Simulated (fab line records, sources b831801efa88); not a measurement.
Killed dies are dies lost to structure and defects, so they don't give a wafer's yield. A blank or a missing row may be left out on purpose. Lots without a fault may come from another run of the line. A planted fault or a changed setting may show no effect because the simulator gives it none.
Which tool did it? | flow gf180mcu | 12 lots, 36 wafers sampled, at 5 steps of a route of 602

WHAT THE GAUGES READ, wafer by wafer
GF_V5_THK_MEAS_01.
lot  | measured     | on            | V5_CVD_00_THK (nm)
L075 | day 27 02:09 | film_metro-02 | 300 300 297
L077 | day 27 14:22 | film_metro-03 | 299 296 302
L079 | day 28 04:22 | film_metro-03 | 302 305 303
L081 | day 28 14:52 | film_metro-04 | 295 297 297
L083 | day 29 07:53 | film_metro-04 | 307 304 301
L085 | day 29 22:26 | film_metro-04 | 294 299 299
L087 | day 30 13:14 | film_metro-04 | 303 304 300
L089 | day 30 21:23 | film_metro-02 | 304 299 305
L091 | day 31 11:45 | film_metro-03 | 294 299 301
L093 | day 32 01:48 | film_metro-03 | 303 299 300
L095 | day 32 08:56 | film_metro-03 | 296 300 298
L097 | day 32 21:08 | film_metro-03 | 301 300 298

WHICH TOOL RAN EACH LOT (tool, then ch and the chambers of the sampled wafers, then the start)
lot  | GF_V1_CVD_23                  | GF_V3_CMP_04                  | GF_V3_CVD_23                  | GF_V4_CMP_26
L075 | cvd_w-02 ch 0,1, day 18 23:59 | cmp-02 ch 0,2,3, day 22 06:00 | cvd_w-02 ch 0,1, day 23 06:33 | cmp-01 ch 1,2,3, day 25 06:20
L077 | cvd_w-01 ch 0,1, day 19 16:05 | cmp-02 ch 0,1,2, day 22 20:35 | cvd_w-02 ch 0,1, day 23 20:53 | cmp-01 ch 0,1, day 25 19:47
L079 | cvd_w-02 ch 0,1, day 20 07:56 | cmp-02 ch 0,1,2, day 23 12:53 | cvd_w-01 ch 0,1, day 24 12:28 | cmp-02 ch 2,3, day 26 09:48
L081 | cvd_w-01 ch 0,1, day 20 20:30 | cmp-02 ch 0,3, day 23 22:53   | cvd_w-01 ch 0,1, day 24 21:56 | cmp-02 ch 0,2,3, day 26 20:13
L083 | cvd_w-01 ch 0,1, day 21 18:41 | cmp-02 ch 0,2,3, day 24 20:13 | cvd_w-01 ch 0,1, day 25 18:21 | cmp-02 ch 0,1,2, day 27 15:23
L085 | cvd_w-01 ch 0,1, day 22 11:56 | cmp-02 ch 1,2,3, day 25 11:46 | cvd_w-02 ch 0,1, day 26 10:15 | cmp-01 ch 0,1, day 28 06:17
L087 | cvd_w-01 ch 1, day 23 03:21   | cmp-01 ch 1,2, day 26 03:11   | cvd_w-01 ch 0, day 27 01:31   | cmp-01 ch 1,3, day 28 21:02
L089 | cvd_w-02 ch 0,1, day 23 15:24 | cmp-02 ch 0,2,3, day 26 13:49 | cvd_w-02 ch 0,1, day 27 11:03 | cmp-01 ch 0,1,2, day 29 06:02
L091 | cvd_w-01 ch 0, day 24 09:50   | cmp-02 ch 0,1,2, day 27 05:59 | cvd_w-01 ch 0,1, day 28 03:42 | cmp-02 ch 0,2,3, day 29 21:28
L093 | cvd_w-01 ch 0, day 25 02:32   | cmp-01 ch 0,1,2, day 27 22:26 | cvd_w-01 ch 0,1, day 28 19:13 | cmp-02 ch 1,2,3, day 30 12:20
L095 | cvd_w-02 ch 0,1, day 25 13:09 | cmp-01 ch 1,3, day 28 08:23   | cvd_w-02 ch 0,1, day 29 04:40 | cmp-02 ch 1,2,3, day 30 21:08
L097 | cvd_w-01 ch 0,1, day 26 05:11 | cmp-01 ch 0,1,3, day 28 22:14 | cvd_w-02 ch 0,1, day 29 18:43 | cmp-02 ch 0,1,2, day 31 10:37
- GF_V1_CVD_23: deposits W, target thk 350 nm, time 105.05 s.
- GF_V3_CMP_04: polishes SiO2.
- GF_V3_CVD_23: deposits W, target thk 350 nm, time 104.9 s.
- GF_V4_CMP_26: polishes, stops on SiO2, t overpolish 15 s, target thk 0 nm.

THE ANSWER, worked out from the rows above alone
Rule: what is usual is taken from the lots themselves. Put in order of their means at a reading, lots are off if they are a third of the lots or fewer, leave a main group of 4 or more, and stand apart from it by a gap of 3 or more times the standard deviation of the main group's means; of several such gaps the widest counts. A main group whose means are all the same, to the digits that the tables above print for the reading, isn't used. A lot without any number at a reading at which 4 lots or more have one is off too. The other lots that the step has rows for count as sound.
No lot is off at any reading shown: from this, nothing can be told.

WHAT THE SIMULATOR HAD PUT IN
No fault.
